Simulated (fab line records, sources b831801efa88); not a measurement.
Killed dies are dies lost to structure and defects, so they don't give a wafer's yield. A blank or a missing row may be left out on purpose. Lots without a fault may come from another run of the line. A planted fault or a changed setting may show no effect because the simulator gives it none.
Problem report in the 8D (eight disciplines) form, filled by code | flow sky130 | the parts of the form that need people (team, actions taken, sign-off) are left out

1. THE PROBLEM
SONOS_ONO_CVD_02_THK at SKY_SONOS_ONO_THK_MEAS_03 reads a mean of 11.50 nm on 3 wafers of 1 lot; wafers without a fault read 10.50 nm with a standard deviation of 0.16. That is +6.2 standard deviations from the usual mean.
First seen on wafer L501.3, day 15 17:20, on film_metro-03. The record holds 15 wafers of 5 lots with a number at this step. Rule for "out", or "out of limits": more than 4 standard deviations from the usual mean. The other wafers with a number count as sound.

2. WHAT IT IS AND WHAT IT IS NOT
question                    | is                     | is not
which readings at this step | SONOS_ONO_CVD_02_THK   | -
which lots                  | L501                   | L489, L497, L508, L511
which wafers of those lots  | all that have a number | -
read on which gauges        | film_metro-03          | -
when                        | from day 15 17:20      | up to then (6 sound wafers); but 6 sound wafers of L508, L511 came after

3. SUSPECTS, AND WHAT RULES EACH OUT
Counting: a tool at a process step up to the reading stays a suspect if it ran every lot that is out and no sound lot after the first of them.
- the gauge at SKY_SONOS_ONO_THK_MEAS_03: ruled out. All the wafers that are out were read on film_metro-03, but those of them that SKY_SONOS_ONO_CVD_02 has rows for are out there too, on other tools.
- lpcvd-02 at SKY_SONOS_ONO_CVD_02 (deposits Si3N4 from DCS/NH3, target thk 10.5 nm, time 180 s): ruled out as a lasting fault. Sound lots L508, L511 ran on it after its first lot that is out, L501 (day 15 16:16).
Left after counting: nothing in the record.

4. THE CAUSE (what the simulator had put in)
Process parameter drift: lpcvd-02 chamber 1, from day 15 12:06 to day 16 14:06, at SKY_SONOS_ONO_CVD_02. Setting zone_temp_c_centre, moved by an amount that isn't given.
Counting ruled it out, wrongly: the rule takes a fault to strike every lot that its tool runs from its start on, and this one did not.

5. THE CHAIN OF EFFECTS, in route order
Each row: a reading whose mean over the struck wafers that have a number lies more than 3 standard deviations from the usual. Only readings for which the record gives a usual standard deviation are gone through. hours: the time from each lot's start at the first step in this table that gives one to its start at this step, as a median over the lots. sigmas: the change in usual standard deviations.
hours | step                      | reading               | usual    | on struck wafers | change | sigmas
0     | SKY_SONOS_ONO_CVD_02      | spike_tc_centre_C     | 771.0 C  | 787.4            | +16.4  | +16
0     | SKY_SONOS_ONO_CVD_02      | zone_power_centre_pct | 13.91 %  | 18.19            | +4.28  | +25
1     | SKY_SONOS_ONO_THK_MEAS_03 | SONOS_ONO_CVD_02_THK  | 10.50 nm | 11.50            | +1.00  | +6.2
The process steps in it:
- SKY_SONOS_ONO_CVD_02: deposits Si3N4 from DCS/NH3, target thk 10.5 nm, time 180 s.

6. WHAT WOULD HAVE CAUGHT IT SOONER
In this record the first reading out of limits at a measuring or inspecting step was taken at day 15 17:20, 5 hours after the fault began at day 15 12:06.
The tool's own readings at SKY_SONOS_ONO_CVD_02 were out on every struck wafer that the step has a row for (spike_tc_centre_C, zone_power_centre_pct): an alarm limit on them would have fired on the first of those.
